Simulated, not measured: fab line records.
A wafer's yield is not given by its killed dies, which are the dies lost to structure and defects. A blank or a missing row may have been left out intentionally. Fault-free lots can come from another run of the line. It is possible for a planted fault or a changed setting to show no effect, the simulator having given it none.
Which tool did it? -- flow sky130 -- Sampling: 12 lots, 36 wafers, 4 of 708 route steps

WHAT THE GAUGES SHOWED, per wafer
SKY_CAP2M_THK_MEAS_04: measures by xrf. Usual: for CAP2M_TIN_THK the level is 203.2 nm and the standard deviation is 2.3.
lot,measured,on,CAP2M_TIN_THK (nm),flag
L228,day 40 04:31,film_metro-03,202.6 203.6 203.1,
L227,day 40 06:38,film_metro-04,201.3 201.1 199.7,
L234,day 42 00:01,film_metro-03,202.9 201.4 201.5,
L236,day 43 00:18,film_metro-04,202.7 202.0 203.2,
L243,day 44 17:18,film_metro-03,205.4 200.1 201.7,
L245,day 44 19:16,film_metro-02,206.1 205.0 203.5,
L247,day 45 05:16,film_metro-03,202.7 202.8 201.9,
L248,day 45 12:57,film_metro-04,203.3 206.9 206.6,
L250,day 46 02:14,film_metro-02,205.0 203.9 205.3,

WHAT TOOL EACH LOT RAN ON (gives the tool, then ch and the chambers of the sampled wafers, and finally the start)
lot,SKY_VIA2_CVD_21,SKY_VIA3_CMP_02,SKY_VIA3_SPUTTER_20
L228,"cvd_w-02 ch 0,1, day 36 22:06","cmp-02 ch 2,3, day 39 02:51","pvd_sputter-03, day 40 03:23"
L227,"cvd_w-02 ch 0,1, day 37 00:17","cmp-02 ch 2,3, day 39 04:21","pvd_sputter-01, day 40 05:26"
L234,"cvd_w-02 ch 0,1, day 38 19:52","cmp-01 ch 0,2,3, day 40 21:54","pvd_sputter-01, day 41 22:53"
L236,"cvd_w-02 ch 1, day 39 22:57","cmp-02 ch 0,1, day 42 00:19","pvd_sputter-03, day 42 23:10"
L238,"cvd_w-02 ch 0,1, day 40 01:07","cmp-01 ch 0,2,3, day 42 02:58","pvd_sputter-03, day 43 01:34"
L239,"cvd_w-02 ch 0,1, day 40 07:55","cmp-01 ch 1,2,3, day 42 10:35","pvd_sputter-03, day 43 10:25"
L240,"cvd_w-01 ch 0,1, day 40 16:06","cmp-02 ch 2,3, day 42 16:28","pvd_sputter-04, day 43 16:25"
L243,"cvd_w-02 ch 0,1, day 41 09:58","cmp-02 ch 1,2,3, day 43 16:11","pvd_sputter-04, day 44 16:10"
L245,"cvd_w-02 ch 0,1, day 41 16:50","cmp-01 ch 0,3, day 43 18:04","pvd_sputter-01, day 44 18:07"
L247,"cvd_w-01 ch 0,1, day 42 05:10","cmp-01 ch 0,2,3, day 44 03:27","pvd_sputter-04, day 45 04:07"
L248,"cvd_w-02 ch 0,1, day 42 11:28","cmp-02 ch 0,2, day 44 11:11","pvd_sputter-03, day 45 11:40"
L250,"cvd_w-01 ch 0,1, day 43 01:23","cmp-02 ch 0,2,3, day 45 01:16","pvd_sputter-03, day 46 01:07"
- SKY_VIA2_CVD_21: deposits W, target thk 420 nm, time 126.4 s.
- SKY_VIA3_CMP_02: polishes SiO2.
- SKY_VIA3_SPUTTER_20: material TiN, target thk 20 nm, time 80 s.

WHAT THE TOOLS THEMSELVES READ (means of the sampled wafers that have a number; where no wafer has one, the mark that the record gives instead)
SKY_VIA2_CVD_21. Usual: chamber_pressure_Torr 40.01 Torr, standard deviation 0.09; heater_power_w 779 W, standard deviation 67.
lot,tool,chamber_pressure_Torr (Torr),heater_power_w (W),flag
L228,cvd_w-02,39.99,732,
L227,cvd_w-02,40.03,732,
L234,cvd_w-02,39.96,726,
L236,cvd_w-02,39.87,829,
L238,cvd_w-02,39.90,739,
L239,cvd_w-02,40.04,777,
L240,cvd_w-01,40.05,818,
L243,cvd_w-02,40.02,773,
L245,cvd_w-02,40.01,788,
L247,cvd_w-01,40.00,792,
L248,cvd_w-02,39.98,779,
L250,cvd_w-01,39.97,816,

SKY_VIA3_CMP_02. Usual: motor_current_A reads 12.3 A (standard deviation 1.4).
lot,tool,motor_current_A (A),flag
L228,cmp-02,11.3,
L227,cmp-02,11.1,
L234,cmp-01,12.5,
L236,cmp-02,13.0,
L238,cmp-01,12.7,
L239,cmp-01,12.4,
L240,cmp-02,11.2,
L243,cmp-02,12.5,
L245,cmp-01,11.8,
L247,cmp-01,12.2,
L248,cmp-02,11.7,
L250,cmp-02,11.6,

SKY_VIA3_SPUTTER_20. Usual: cathode_dc_power_W 4000.0 W, standard deviation 0.76; chamber_pressure_pa 4.999 Pa, standard deviation 0.011; throttle_valve_pct 29.6 %, standard deviation 1.4.
lot,tool,cathode_dc_power_W (W),chamber_pressure_pa (Pa),throttle_valve_pct (%),flag
L228,pvd_sputter-03,4000.1,4.995,28.9,
L227,pvd_sputter-01,3999.9,4.994,28.5,
L234,pvd_sputter-01,4001.0,4.999,28.7,
L236,pvd_sputter-03,3999.9,4.992,30.2,
L238,pvd_sputter-03,-,-,-,OFF
L239,pvd_sputter-03,-,-,-,OFF
L240,pvd_sputter-04,-,-,-,OFF
L243,pvd_sputter-04,4000.2,4.999,31.2,
L245,pvd_sputter-01,4000.4,5.000,28.9,
L247,pvd_sputter-04,4000.0,5.012,31.7,
L248,pvd_sputter-03,4000.4,5.001,29.4,
L250,pvd_sputter-03,3999.7,4.998,29.8,

THE ANSWER, worked out from the rows above alone
Rule: a lot counts as off when the mean over its wafers that have a number is more than 3 standard deviations away from the usual mean. Also off: a lot with no number at a reading for which 4 or more lots have one. Any other lot the step has rows for is counted as sound. First the gauges in route order, then the tools' own readings, where a lot's mean is used as printed above. At the first step where some lot is off, the reading lying furthest off is the one used; lots without a number count as furthest.
Off: L238, L239, L240 (SKY_VIA3_SPUTTER_20, cathode_dc_power_W). Without a number there: L238, L239, L240.
If a tool, at that step or one of the process steps before it, ran each lot that is off and ran no sound lot following the first of them, it fits. No candidate that was tried fits.

WHAT THE SIMULATOR HAD INSERTED
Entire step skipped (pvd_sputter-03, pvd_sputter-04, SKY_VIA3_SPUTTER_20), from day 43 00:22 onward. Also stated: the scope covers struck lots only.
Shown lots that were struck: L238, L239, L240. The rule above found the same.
